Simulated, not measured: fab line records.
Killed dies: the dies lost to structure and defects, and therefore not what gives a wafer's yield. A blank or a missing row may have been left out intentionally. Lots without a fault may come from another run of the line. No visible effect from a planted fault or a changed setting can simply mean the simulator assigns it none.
One fault through the eyes of 2 desks / flow gf180mcu / each desk has only its own numbers; what lay behind them comes last

METROLOGY DESK
Means of the sampled wafers that have a number, per lot and without regard to the tool the lot ran on: this is what the gauges read. Any lot whose mean is over 4 standard deviations away from the usual mean is out of limits and marked OUT; that distance is given in the brackets.
Columns: A = MVPSD_TW at GF_MVPSD_TW_MEAS_11, usual 555; B = VT_IMPLANT_OVL at GF_VT_IMPLANT_OVL_MEAS_07, usual -0.3 nm; C = VT_IMPLANT_TW at GF_VT_IMPLANT_TW_MEAS_10, usual 566; D = VT_IMPLANT_01_OVL at GF_VT_IMPLANT_OVL_MEAS_18, usual 1.3 nm; E = VT_IMPLANT_2_TW at GF_VT_IMPLANT_TW_MEAS_21, usual 1228; F = VT_IMPLANT_02_OVL at GF_VT_IMPLANT_OVL_MEAS_29, usual -0.1 nm; G = VT_IMPLANT_3_TW at GF_VT_IMPLANT_TW_MEAS_32, usual 269.8
lot=L518; first seen here=day 5 00:02; A=555; B=-2.3; C=569; D=2.2; E=1225; F=-0.4; G=271.7
lot=L519; first seen here=day 5 08:50; A=558; B=-1.9; C=568; D=0.3; E=1237; F=-1.2; G=268.9
lot=L528; first seen here=day 7 10:20; A=557; B=-0.4; C=563; D=1.6; E=1222; F=-0.8; G=268.2
lot=L529; first seen here=day 7 20:01; A=556; B=0.8; C=564; D=0.2; E=1235; F=-0.1; G=271.3
lot=L536; first seen here=day 9 12:39; A=560; B=-1.3; C=565; D=1.8; E=1229; F=-0.1; G=271.5
lot=L538; first seen here=day 10 04:20; A=544; B=1.2; C=563; D=3.2; E=1230; F=1.8; G=272.2
Result from this desk: across the 6 lots, nothing is out of limits.

FOR THE TOOL OWNER'S DESK: implanter-03
GF_VT_IMPLANT_IMPLANT_08, tool's own readings: per-lot mean of the sampled wafers with a number, covering each lot this tool ran. Any lot whose mean is over 4 standard deviations away from the usual mean is out of limits and marked OUT; that distance is given in the brackets.
Columns: A = faradayCurrentUA at GF_VT_IMPLANT_IMPLANT_08, usual 46.9
lot=L518; first seen here=day 5 14:08; A=46.6
lot=L519; first seen here=day 5 22:58; A=46.0
lot=L528; first seen here=day 8 00:58; A=46.7
lot=L529; first seen here=day 8 10:58; A=46.7
Result from this desk: across the 4 lots, nothing is out of limits.

BROUGHT TOGETHER
Metrology desk: nothing out of limits seen.
The tool owner's desk saw nothing out of limits.

WHAT HAD BEEN PUT IN BY THE SIMULATOR
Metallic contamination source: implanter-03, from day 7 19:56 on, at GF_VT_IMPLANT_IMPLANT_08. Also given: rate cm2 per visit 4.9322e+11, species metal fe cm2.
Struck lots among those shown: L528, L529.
